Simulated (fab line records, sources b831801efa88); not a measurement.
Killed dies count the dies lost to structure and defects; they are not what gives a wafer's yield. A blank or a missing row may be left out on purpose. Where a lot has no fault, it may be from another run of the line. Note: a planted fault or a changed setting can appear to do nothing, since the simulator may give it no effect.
Code-filled problem report in 8D (eight disciplines) form	flow sky130	the parts of the form that need people (team, actions taken, sign-off) are left out

== 1. THE PROBLEM ==
Mean of cd nm at SKY_VT_ADJUST_NCORE_CD_MEAS_07: 368.5 nm across 4 wafers in 3 lots; on wafers with no fault it is 379.3 nm (standard deviation 1.9). That is -5.7 standard deviations from the usual mean.
The step: target cd 380 nm.
The first sign was on wafer L950.3 at day 12 20:31, on cd sem-02. Wafers with a number at this step in the record: 40, from 14 lots. Rule for "out", or "out of limits": more than 4 standard deviations from the usual mean. The other wafers with a number count as sound.

== 2. WHAT IT IS, WHAT IT ISN'T ==
question	is	is not
which readings at this step	cd nm	-
which lots	L950, L951, L953	L936, L937, L938, L939, L940, L941, L942, L943, L944, L945, L946
which wafers of those lots	L950.3, L951.3, L953.3, L953.6	L950.2, L950.5, L951.4
read on which gauges	cd sem-01, cd sem-02	-
when	from day 12 20:31	up to then (35 sound wafers); but 1 sound wafer of L951 came after

== 3. THE SUSPECTS, EACH WITH WHAT RULES IT OUT ==
Counting: a tool at a process step up to the reading stays a suspect if it ran every lot that is out. Sound lots after the first of them don't rule it out here, since some wafers of a struck lot are sound.
- the gauge at SKY_VT_ADJUST_NCORE_CD_MEAS_07 has been ruled out. Those wafers that are out were read across 2 gauges (cd sem-01, cd sem-02).
- iline stepper-01 at SKY_VT_ADJUST_NCORE_EXPOSE_04 (exposes mask LVTN COMPLEMENT THIN, target cd 380 nm): kept. Ran every lot that is out, first one L950 (day 12 08:29); last sound lot up to then L945 (day 10 18:58).
After counting, what remains is iline stepper-01 at SKY_VT_ADJUST_NCORE_EXPOSE_04.

== 4. THE CAUSE (what the simulator had put in) ==
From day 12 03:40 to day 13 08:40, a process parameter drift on iline stepper-01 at SKY_VT_ADJUST_NCORE_EXPOSE_04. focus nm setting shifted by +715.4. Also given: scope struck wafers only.
After counting, this tool was the only one left.

== 5. THE EFFECT CHAIN, in route order ==
Each row: a reading whose mean over the struck wafers that have a number lies more than 3 standard deviations from the usual. Only readings for which the record gives a usual standard deviation are gone through. hours: the time from each lot's start at the first step in this table that gives one to its start at this step, as a median over the lots. sigmas: the change in usual standard deviations.
hours	step	reading	usual	on struck wafers	change	sigmas
0	SKY_VT_ADJUST_NCORE_CD_MEAS_07	cd nm	379.3 nm	368.5	-10.8	-5.7
At these later measuring or inspecting steps, every struck wafer for which the step has a row has a number for every such reading, and none has moved that far: SKY_VT_ADJUST_HVTR_TW_MEAS_11.

== 6. WHAT WOULD HAVE CAUGHT IT SOONER ==
17 hours passed between the start of the fault at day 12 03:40 and the first reading out of limits at a measuring or inspecting step in this record, taken at day 12 20:31.
L953, from the lots that are out (3), started SKY_VT_ADJUST_NCORE_EXPOSE_04 on iline stepper-01 later than day 12 20:31. A tool hold placed at that time would have kept it from harm.
